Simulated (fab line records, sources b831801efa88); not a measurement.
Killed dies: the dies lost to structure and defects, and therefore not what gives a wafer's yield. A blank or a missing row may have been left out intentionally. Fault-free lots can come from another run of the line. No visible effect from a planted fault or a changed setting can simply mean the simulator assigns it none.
Struck lot and sound lot, side by side	flow sky130	16 steps out of a route of 708
Sound: the wafers L649.1, L649.3, L649.4. Struck: wafer L660.4 (left out: L660.5, a lot-mate that was not struck); the cause follows at the end.
For every step that has rows: the tool of each side, followed by ch and its chambers, followed by its first start. Under that, the readings that differ: sound wafers	struck wafers	difference of the means	sigmas: that difference in standard deviations of wafers without a fault.
alike: same words and numbers on both sides, and readings whose means sit less than 2 such deviations apart. not compared: any withheld reading, any reading some wafer has no value for, any bound like >300 that may hide the same value, and any number with overlapping values for which the record gives no deviation.
A row with sigmas, a row that says differs or no value, or rows on one side alone: a step with any of these is where the two part. Numbers that have no deviation but don't overlap get no sigmas and don't part them. A reading that every wafer of one side lacks parts them only if that side has two wafers or more.

SKY_METAL1_THK_MEAS_06: measures by xrf.
  sound on filmMetro-04, day 32 12:53; struck on filmMetro-03, day 35 21:01
reading	sound	struck	difference	sigmas
METAL1_ALCU_THK (nm)	248.5 249.2 248.5	257.1	+8.4	+4
then, 8 steps without rows for these wafers: SKY_METAL1_DEHYDRATE_07 (time 60 s); SKY_METAL1_HMDS_08 (prime time 60 s); SKY_METAL1_COAT_09 (resist thk 60 nm); SKY_METAL1_COAT_10 (resist thk 450 nm); SKY_METAL1_SOFTBAKE_11 (time 90 s); SKY_METAL1_EXPOSE_12 (exposes mask MM1, target cd 140 nm); SKY_METAL1_PEB_13; SKY_METAL1_DEVELOP_14 (develop time 60 s).
SKY_METAL1_CD_MEAS_15: target cd 140 nm.
  sound on cdSem-02, day 33 15:56; struck on cdSem-02, day 36 23:28
  alike: cdNm
SKY_METAL1_OVL_MEAS_16:
  sound on overlay-02, day 33 16:03; struck on overlay-02, day 36 23:32
  alike: METAL1_OVL
SKY_METAL1_DESCUM_17: chemistry O2, time 8 s.
  sound on rieMetal-03 ch 0,1, day 33 16:05; struck on rieMetal-02 ch 0, day 36 23:34
reading	sound	struck	difference	sigmas
drypumpMotorCurrentA (A)	6.1 5.9 6.1	5.1	-0.9	-3
  alike: oesProductAu
  not compared: rfHoursCounterH
SKY_METAL1_ETCH_18: etches BARC in N2/H2, stops on SiO2, time 45.9 s, target depth 60 nm.
  sound on rieMetal-03 ch 0,1, day 33 16:07; struck on rieMetal-02 ch 0, day 36 23:37
reading	sound	struck	difference	sigmas
drypumpMotorCurrentA (A)	6.1 5.9 6.1	5.1	-0.9	-3
oesProductAu (a.u.)	0.866 0.864 0.848	0.848	-0.011	-2
model.KrF-thick_of_METAL1_COAT_10.thkNm (nm)	390.2 389.6 391.7	396.9	+6.4	
  alike: h2FlowSccm, throttleValvePct
  not compared: rfHoursCounterH
SKY_METAL1_METAL_ETCH_19: etches the open film in Cl2/BCl3, stops on SiO2, target depth 360 nm, time 78 s.
  sound on rieMetal-03 ch 0,1, day 33 16:11; struck on rieMetal-02 ch 0, day 36 23:41
reading	sound	struck	difference	sigmas
drypumpMotorCurrentA (A)	6.1 5.9 6.1	5.0	-1.0	-3
model.KrF-thick_of_METAL1_COAT_10.thkNm (nm)	153.2 153.1 154.9	163.7	+10.0	
  alike: mfcCl2Sccm, oesProductAu, throttleValvePct
  not compared: rfHoursCounterH
SKY_METAL1_STRIP_20: strips in O2/N2.
  sound on plasmaAsher-01 ch 0,1, day 33 16:16; struck on plasmaAsher-03 ch 0, day 36 23:47
reading	sound	struck	difference	sigmas
stripTimeToEndpointS (s)	2.64 2.64 2.65	2.77	+0.13	+3
  alike: drypumpMotorCurrentA, oesProductAu
  not compared: rfHoursCounterH
SKY_PAD_OPEN_PROBE_99:
  rows exist in the record for the sound wafers here (prober-02, day 46 16:50), none for the struck ones

== WHERE THEY PART ==
Last at SKY_PAD_OPEN_PROBE_99 as far as this record goes, first at SKY_METAL1_THK_MEAS_06.

WHY: the cause the simulator had injected
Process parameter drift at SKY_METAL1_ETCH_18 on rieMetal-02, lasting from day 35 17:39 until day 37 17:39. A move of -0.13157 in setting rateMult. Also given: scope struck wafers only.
